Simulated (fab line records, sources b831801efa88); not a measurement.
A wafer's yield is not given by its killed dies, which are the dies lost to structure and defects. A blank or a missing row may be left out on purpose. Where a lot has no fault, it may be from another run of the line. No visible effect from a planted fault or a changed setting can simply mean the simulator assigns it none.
Split-lot trial -- flow sky130 -- 23 wafers read from 5 lots, route of 708 steps

SPLIT DETAILS
At SKY_GATE_OXIDE_OXIDATION_01 (stabilise 600 s, purge 300 s, target thk 10.268 nm), the setting oxTimeS was moved away from the recipe's 1473 s on 20 of the 23 wafers read, by -12.1% to +14.8%. The other wafers ran this setting at the recipe's value.

The file shows no step between the split and the reading.

THE READING
At SKY_GATE_OXIDE_THK_MEAS_02: GATE_OXIDE_OXIDATION_00_THK, given in nm. A value of 10.29 nm with a standard deviation of 0.2 nm is what fault-free wafers of this fab line usually give.

wafer,"tool, chamber at the split","oxTimeS as run, s",against the recipe,"GATE_OXIDE_OXIDATION_00_THK, nm",against lot-mates on the recipe
L074.1,"-, -",1295,-12.1%,9.55,no lot-mate on the recipe
L074.2,"-, -",1295,-12.1%,9.45,no lot-mate on the recipe
L074.4,"-, -",1295,-12.1%,9.51,no lot-mate on the recipe
L074.5,"-, -",1295,-12.1%,9.51,no lot-mate on the recipe
L074.6,"-, -",1295,-12.1%,9.52,no lot-mate on the recipe
L076.1,"-, -",1649,+11.9%,11.04,no lot-mate on the recipe
L076.2,"-, -",1649,+11.9%,11.10,no lot-mate on the recipe
L076.3,"-, -",1649,+11.9%,11.18,no lot-mate on the recipe
L076.4,"-, -",1649,+11.9%,11.04,no lot-mate on the recipe
L076.5,"-, -",1649,+11.9%,11.20,no lot-mate on the recipe
L080.1,"furnace-01, 0",1473,recipe,10.37,-
L080.2,"furnace-01, 0",1473,recipe,10.55,-
L080.3,"furnace-01, 0",1473,recipe,10.42,-
L083.1,"-, -",1688,+14.6%,11.00,no lot-mate on the recipe
L083.2,"-, -",1688,+14.6%,11.13,no lot-mate on the recipe
L083.3,"-, -",1688,+14.6%,11.03,no lot-mate on the recipe
L083.4,"-, -",1688,+14.6%,11.12,no lot-mate on the recipe
L083.6,"-, -",1688,+14.6%,10.97,no lot-mate on the recipe
L085.1,"-, -",1691,+14.8%,11.06,no lot-mate on the recipe
L085.2,"-, -",1691,+14.8%,11.20,no lot-mate on the recipe
L085.3,"-, -",1691,+14.8%,11.06,no lot-mate on the recipe
L085.4,"-, -",1691,+14.8%,11.25,no lot-mate on the recipe
L085.5,"-, -",1691,+14.8%,11.01,no lot-mate on the recipe

FIT RESULTS
A straight line over all 23 wafers: GATE_OXIDE_OXIDATION_00_THK changes by +0.0592 nm for each +1% of oxTimeS; r = +0.98; the points scatter about the line by 0.13 nm.
Too few moved wafers have a lot-mate on the recipe to fit a line with each lot's own level taken away.

THE WHOLE CHAIN: every reading that the file lists as answering this split, in the file's order
step,what it does,reading,change (the file's fit),r (the file's)
SKY_GATE_OXIDE_OXIDATION_01,"stabilise 600 s, purge 300 s, target thk 10.268 nm","SiO2_of_GATE_OXIDE_OXIDATION_01.thkNm (the simulator's own value, which no gauge read)",+0.0595 nm for each +1% of the setting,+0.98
SKY_GATE_OXIDE_THK_MEAS_02,,GATE_OXIDE_OXIDATION_00_THK,+0.0592 for each +1% of the setting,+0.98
SKY_GATE_OXIDE_OXIDATION_16,"stabilise 600 s, purge 300 s, target thk 3.57 nm","SiO2_of_GATE_OXIDE_OXIDATION_01.thkNm (the simulator's own value, which no gauge read)",+0.0545 nm for each +1% of the setting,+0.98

FILE'S OWN FIT
GATE_OXIDE_OXIDATION_00_THK changes by +0.0592 nm for each +1% of oxTimeS, r = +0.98.
